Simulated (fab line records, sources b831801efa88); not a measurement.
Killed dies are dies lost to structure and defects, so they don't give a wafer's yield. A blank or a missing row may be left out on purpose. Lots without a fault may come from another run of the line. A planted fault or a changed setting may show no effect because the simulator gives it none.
Which tool did it? | flow sky130 | 6 lots, 18 wafers sampled, at 2 steps of a route of 708

WHAT THE GAUGES READ, wafer by wafer
SKY_NWELL_OVL_MEAS_23.
lot  | measured     | on         | NWELL_01_OVL (nm)
L461 | day 5 22:56  | overlay-02 | -1.3 -1.9 -3.3
L465 | day 7 15:37  | overlay-01 | 0.9 -0.5 -0.5
L469 | day 8 03:23  | overlay-02 | 1.0 1.1 -1.3
L472 | day 9 05:25  | overlay-02 | 0.1 0.9 2.2
L474 | day 9 15:20  | overlay-02 | 252.3 255.7 255.1
L481 | day 11 04:43 | overlay-01 | 0.8 1.9 1.1

WHICH TOOL RAN EACH LOT (tool, then ch and the chambers of the sampled wafers, then the start)
lot  | SKY_NWELL_EXPOSE_20
L461 | iline_stepper-01 ch 0, day 5 14:18
L465 | iline_stepper-01 ch 0, day 7 05:58
L469 | iline_stepper-01 ch 0, day 7 17:29
L472 | iline_stepper-01 ch 0, day 8 18:25
L474 | iline_stepper-01 ch 0, day 9 05:05
L481 | iline_stepper-02 ch 0, day 10 17:28
- SKY_NWELL_EXPOSE_20: exposes mask NWM COMPLEMENT, target cd 840 nm.

THE ANSWER, worked out from the rows above alone
Rule: what is usual is taken from the lots themselves. Put in order of their means at a reading, lots are off if they are a third of the lots or fewer, leave a main group of 4 or more, and stand apart from it by a gap of 3 or more times the standard deviation of the main group's means; of several such gaps the widest counts. A main group whose means are all the same, to the digits that the tables above print for the reading, isn't used. A lot without any number at a reading at which 4 lots or more have one is off too. The other lots that the step has rows for count as sound.
Off: L474, at SKY_NWELL_OVL_MEAS_23 (NWELL_01_OVL). The main group: mean 0.1 nm, standard deviation 1.2.
A tool fits if, at a process step before that reading, it ran every lot that is off, and no sound lot after the first of them. The gauges at SKY_NWELL_OVL_MEAS_23 are tried like those tools. Can't be told from this: 2 tools fit, iline_stepper-01 at SKY_NWELL_EXPOSE_20, overlay-02 at SKY_NWELL_OVL_MEAS_23.

WHAT THE SIMULATOR HAD PUT IN
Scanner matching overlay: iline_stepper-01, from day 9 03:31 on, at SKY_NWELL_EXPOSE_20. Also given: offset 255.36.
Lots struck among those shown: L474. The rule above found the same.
